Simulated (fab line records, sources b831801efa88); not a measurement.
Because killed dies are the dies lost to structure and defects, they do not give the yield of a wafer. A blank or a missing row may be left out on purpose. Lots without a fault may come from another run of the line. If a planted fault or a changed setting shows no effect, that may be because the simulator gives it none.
Split-lot trial    flow sky130    27 wafers read from 5 lots, route of 708 steps

## ABOUT THE SPLIT
At SKY_VIA1_ETCH_14 (etches BARC in N2/H2, stops on SiO2, time 45.9 s, target depth 60 nm), the setting time_s was moved away from the recipe's 45.9 s on 6 of the 27 wafers read, by -49.8% to +17.9%. All remaining wafers had this setting at the recipe value.

The reading is taken at the split's own step.

## THE READING
oes_product_au, in a.u., at SKY_VIA1_ETCH_14 (etches BARC in N2/H2, stops on SiO2, time 45.9 s, target depth 60 nm). Fault-free wafers of this fab line usually give 0.857 a.u., standard deviation 0.0049 a.u.

wafer   tool, chamber at the split  time_s as run, s  against the recipe  oes_product_au, a.u.  against lot-mates on the recipe
L074.1  rie_diel-02, 0              45.9              recipe              0.860                 -
L074.2  rie_diel-02, 3              45.9              recipe              0.860                 -
L074.3  rie_diel-02, 1              45.9              recipe              0.863                 -
L074.4  rie_diel-02, 1              45.9              recipe              0.861                 -
L074.5  rie_diel-02, 3              45.9              recipe              0.870                 -
L074.6  rie_diel-02, 0              45.9              recipe              0.857                 -
L078.1  rie_diel-03, 1              23.02             -49.8%              1.008                 +0.148
L078.2  rie_diel-03, 3              23.02             -49.8%              0.985                 +0.125
L078.3  rie_diel-03, 0              45.9              recipe              0.855                 -
L078.4  rie_diel-03, 2              45.9              recipe              0.866                 -
L078.5  rie_diel-03, 0              45.9              recipe              0.860                 -
L078.6  rie_diel-03, 1              23.02             -49.8%              0.997                 +0.137
L075.1  rie_diel-02, 2              45.9              recipe              0.860                 -
L075.3  rie_diel-02, 1              45.9              recipe              0.855                 -
L075.6  rie_diel-02, 3              45.9              recipe              0.852                 -
L081.1  rie_diel-01, 3              45.9              recipe              0.857                 -
L081.2  rie_diel-01, 2              45.9              recipe              0.859                 -
L081.3  rie_diel-01, 1              54.13             +17.9%              0.838                 -0.017
L081.4  rie_diel-01, 0              54.13             +17.9%              0.832                 -0.023
L081.5  rie_diel-01, 0              54.13             +17.9%              0.827                 -0.028
L081.6  rie_diel-01, 3              45.9              recipe              0.850                 -
L084.1  rie_diel-03, 1              45.9              recipe              0.851                 -
L084.2  rie_diel-03, 2              45.9              recipe              0.866                 -
L084.3  rie_diel-03, 3              45.9              recipe              0.861                 -
L084.4  rie_diel-03, 0              45.9              recipe              0.866                 -
L084.5  rie_diel-03, 3              45.9              recipe              0.860                 -
L084.6  rie_diel-03, 2              45.9              recipe              0.860                 -

THE FIT
A straight line over all 27 wafers: oes_product_au changes by -0.00258 a.u. for each +1% of time_s; r = -0.98; the points scatter about the line by 0.0087 a.u.
The same after taking each lot's own level away (the mean of its wafers on the recipe; 27 wafers): -0.00253 a.u. for each +1%; r = -0.98; scatter 0.0093 a.u.
According to that fit, moving time_s by its largest amount changes the reading by 0.13 a.u.
From 0.8553 to 0.8618 a.u.: that is the span of the lots' own levels, equal to 1.3 times the standard deviation above.
Hence the lot-to-lot level has little effect on the slope; both slopes agree.
Check: +0.122 a.u. against its lot-mates is what the line predicts for one of the wafers moved furthest among these (-49.8%) when that wafer is left out of the fit. It came out at +0.148 a.u. against them.
Tool readings at the split's step, against how far the setting was moved: oes_product_au r = -0.98.

## THE WHOLE CHAIN: every reading that the file lists as answering this split, in the file's order
step               what it does                                                          reading                                                                            change (the file's fit)                    r (the file's)
SKY_VIA1_ETCH_14   etches BARC in N2/H2, stops on SiO2, time 45.9 s, target depth 60 nm  oes_product_au                                                                     -0.00256 a.u. for each +1% of the setting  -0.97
SKY_VIA1_ETCH_14   etches BARC in N2/H2, stops on SiO2, time 45.9 s, target depth 60 nm  KrF-thick_of_VIA1_COAT_07.thk_nm (the simulator's own value, which no gauge read)  -0.409 nm for each +1% of the setting      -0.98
SKY_VIA1_STRIP_16  strips in O2/N2                                                       strip_time_to_endpoint_s                                                           withheld for each +1% of the setting       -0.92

## FILE'S OWN FIT
oes_product_au changes by -0.00256 a.u. for each +1% of time_s, r = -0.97.
